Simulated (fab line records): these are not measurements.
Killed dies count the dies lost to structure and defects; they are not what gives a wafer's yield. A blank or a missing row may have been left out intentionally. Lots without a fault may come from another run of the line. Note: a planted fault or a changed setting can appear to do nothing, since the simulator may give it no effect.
What tool caused it? -- flow gf180mcu -- 13 lots with 39 wafers sampled at 6 steps, on a route of 602 steps

== WHAT THE GAUGES SHOWED, per wafer ==
GF_MVPSD_OVL_MEAS_07. Usual: MVPSD_OVL -0.4 nm, standard deviation 1.6.
lot,measured,on,MVPSD_OVL (nm),flag
L993,day 5 03:44,overlay-02,0.3 0.1 -1.5,
L994,day 5 05:31,overlay-02,-1.8 -0.4 -2.9,
L997,day 5 21:50,overlay-01,-0.9 0.8 0.7,
L999,day 6 12:08,overlay-02,-0.1 -1.1 -1.2,
L100,day 7 02:17,overlay-01,0.9 0.2 0.6,
L103,day 7 22:50,overlay-01,2.1 1.9 1.4,
L105,day 8 03:30,overlay-01,- - -,OFF
L107,day 8 14:59,overlay-02,0.2 0.1 -0.9,
L109,day 8 20:38,overlay-02,1.7 -2.7 0.5,
L110,day 9 02:00,overlay-02,-0.8 -0.9 -0.8,
L113,day 10 07:03,overlay-01,0.4 0.7 -0.3,
L114,day 10 14:06,overlay-01,-1.7 -0.4 -1.0,
L116,day 11 07:11,overlay-01,-1.0 -2.4 1.2,

GF_MVPSD_TW_MEAS_11. Usual: MVPSD_TW 557, standard deviation 3.8.
lot,measured,on,MVPSD_TW,flag
L993,day 5 04:11,film-metro-03,559 561 564,
L994,day 5 05:57,film-metro-03,561 561 562,
L997,day 5 22:17,film-metro-04,554 556 553,
L999,day 6 12:34,film-metro-04,558 562 558,
L100,day 7 02:44,film-metro-04,553 553 551,
L103,day 7 23:16,film-metro-01,558 562 559,
L105,day 8 03:56,film-metro-01,30 30 30,OFF
L107,day 8 15:26,film-metro-01,559 563 565,
L109,day 8 21:05,film-metro-01,560 560 563,
L110,day 9 02:26,film-metro-04,556 551 553,
L113,day 10 07:32,film-metro-01,559 556 559,
L114,day 10 14:32,film-metro-04,555 555 555,
L116,day 11 07:37,film-metro-01,560 562 560,

GF_VT_IMPLANT_TW_MEAS_21. Usual: VT_IMPLANT_2_TW 1214, standard deviation 11.
lot,measured,on,VT_IMPLANT_2_TW,flag
L993,day 6 09:07,film-metro-01,1213 1209 1213,
L994,day 6 10:32,film-metro-01,1212 1220 1218,
L997,day 7 03:29,film-metro-02,1203 1209 1206,
L999,day 7 18:16,film-metro-03,1218 1216 1221,
L100,day 8 08:32,film-metro-02,1195 1200 1202,
L103,day 9 07:37,film-metro-01,1229 1230 1228,
L105,day 9 13:55,film-metro-02,1210 1209 1202,
L107,day 10 01:50,film-metro-02,1210 1206 1201,
L109,day 10 08:02,film-metro-02,1209 1208 1207,
L110,day 10 13:40,film-metro-01,1231 1221 1232,
L113,day 11 20:14,film-metro-02,1200 1216 1208,
L114,day 12 04:05,film-metro-01,1228 1232 1222,
L116,day 12 21:20,film-metro-01,1229 1223 1227,

GF_VT_IMPLANT_OVL_MEAS_29. Usual: VT_IMPLANT_02_OVL -0.3 nm, standard deviation 1.5.
lot,measured,on,VT_IMPLANT_02_OVL (nm),flag
L993,day 6 23:28,overlay-01,-0.9 -1.6 -1.9,
L994,day 7 00:25,overlay-01,2.0 -0.2 0.9,
L997,day 7 19:02,overlay-02,-0.7 -1.7 0.0,
L999,day 8 08:56,overlay-01,0.2 -1.4 -0.8,
L100,day 9 00:41,overlay-01,1.9 2.1 1.6,
L103,day 10 00:59,overlay-01,-3.4 -1.7 -1.3,
L105,day 10 07:26,overlay-01,-0.3 0.1 0.6,
L107,day 10 19:35,overlay-02,1.3 -1.8 -3.4,
L109,day 11 01:49,overlay-02,-2.2 -3.3 -2.0,
L110,day 11 07:50,overlay-02,-2.3 0.7 0.2,
L113,day 12 15:20,overlay-01,-0.7 0.4 -0.7,
L114,day 12 22:40,overlay-01,1.1 1.6 2.6,
L116,day 13 17:02,overlay-02,0.1 -2.0 -3.8,

GF_POLY_GATE_THK_MEAS_01. Usual: POLY_GATE_CVD_00_THK 199.0 nm, standard deviation 1.8.
lot,measured,on,POLY_GATE_CVD_00_THK (nm),flag
L993,day 8 15:34,film-metro-01,197.8 196.4 195.8,
L994,day 8 14:00,film-metro-02,199.1 199.7 197.2,
L997,day 9 09:05,film-metro-01,201.8 199.9 201.6,
L999,day 10 01:45,film-metro-01,201.0 199.5 199.3,
L100,day 10 18:59,film-metro-01,200.1 199.0 199.9,
L103,day 11 20:48,film-metro-04,198.8 196.1 196.8,
L105,day 12 01:51,film-metro-04,199.5 198.0 197.7,
L107,day 12 16:16,film-metro-04,203.4 203.4 205.9,
L109,day 12 21:49,film-metro-02,197.5 198.6 200.1,
L110,day 13 04:39,film-metro-01,199.7 198.7 199.7,
L113,day 14 12:25,film-metro-01,199.8 201.4 200.2,
L114,day 14 22:16,film-metro-04,200.4 199.1 200.2,
L116,day 15 19:38,film-metro-04,200.4 199.5 198.0,

== TOOL THAT RAN EACH LOT (tool first, then ch and the chambers of the sampled wafers, then the start) ==
lot,GF_MVPSD_EXPOSE_04
L993,"iline-stepper-02 ch 0, day 4 21:17"
L994,"iline-stepper-02 ch 0, day 4 22:09"
L997,"iline-stepper-01 ch 0, day 5 14:51"
L999,"iline-stepper-01 ch 0, day 6 05:14"
L100,"iline-stepper-01 ch 0, day 6 19:14"
L103,"iline-stepper-02 ch 0, day 7 14:56"
L105,"iline-stepper-02 ch 0, day 7 20:26"
L107,"iline-stepper-02 ch 0, day 8 07:08"
L109,"iline-stepper-01 ch 0, day 8 12:40"
L110,"iline-stepper-01 ch 0, day 8 17:53"
L113,"iline-stepper-02 ch 0, day 9 22:17"
L114,"iline-stepper-02 ch 0, day 10 05:39"
L116,"iline-stepper-01 ch 0, day 10 22:00"
- GF_MVPSD_EXPOSE_04: exposes mask MVPSD, target cd 1000 nm.

== WHAT THE TOOLS THEMSELVES READ (means of the sampled wafers that have a number; where no wafer has one, the mark that the record gives instead) ==
The record holds no such reading with a usual standard deviation.

== THE ANSWER, worked out from the rows above alone ==
Rule: lot off if the mean of its wafers having a number is beyond 3 standard deviations from the usual mean. A lot without any number at a reading at which 4 lots or more have one is off too. Any other lot the step has rows for is counted as sound. After the gauges, taken in route order, come the tools' own readings; for these a lot's mean is taken, as printed above. The first step at which some lot is off is used, and at that step the reading that is off furthest; a lot without a number counts as furthest.
Off: L105, at GF_MVPSD_OVL_MEAS_07 (MVPSD_OVL). Without a number there: L105.
If a tool, at a process step before that reading, ran all the lots that are off and no sound lot after the first of them, it fits. The gauges at GF_MVPSD_OVL_MEAS_07 aren't tried: what is off there is off at GF_MVPSD_TW_MEAS_11 too, on other tools, and a gauge's error can't cause that. No candidate that was tried fits.

== WHAT HAD BEEN PUT IN BY THE SIMULATOR ==
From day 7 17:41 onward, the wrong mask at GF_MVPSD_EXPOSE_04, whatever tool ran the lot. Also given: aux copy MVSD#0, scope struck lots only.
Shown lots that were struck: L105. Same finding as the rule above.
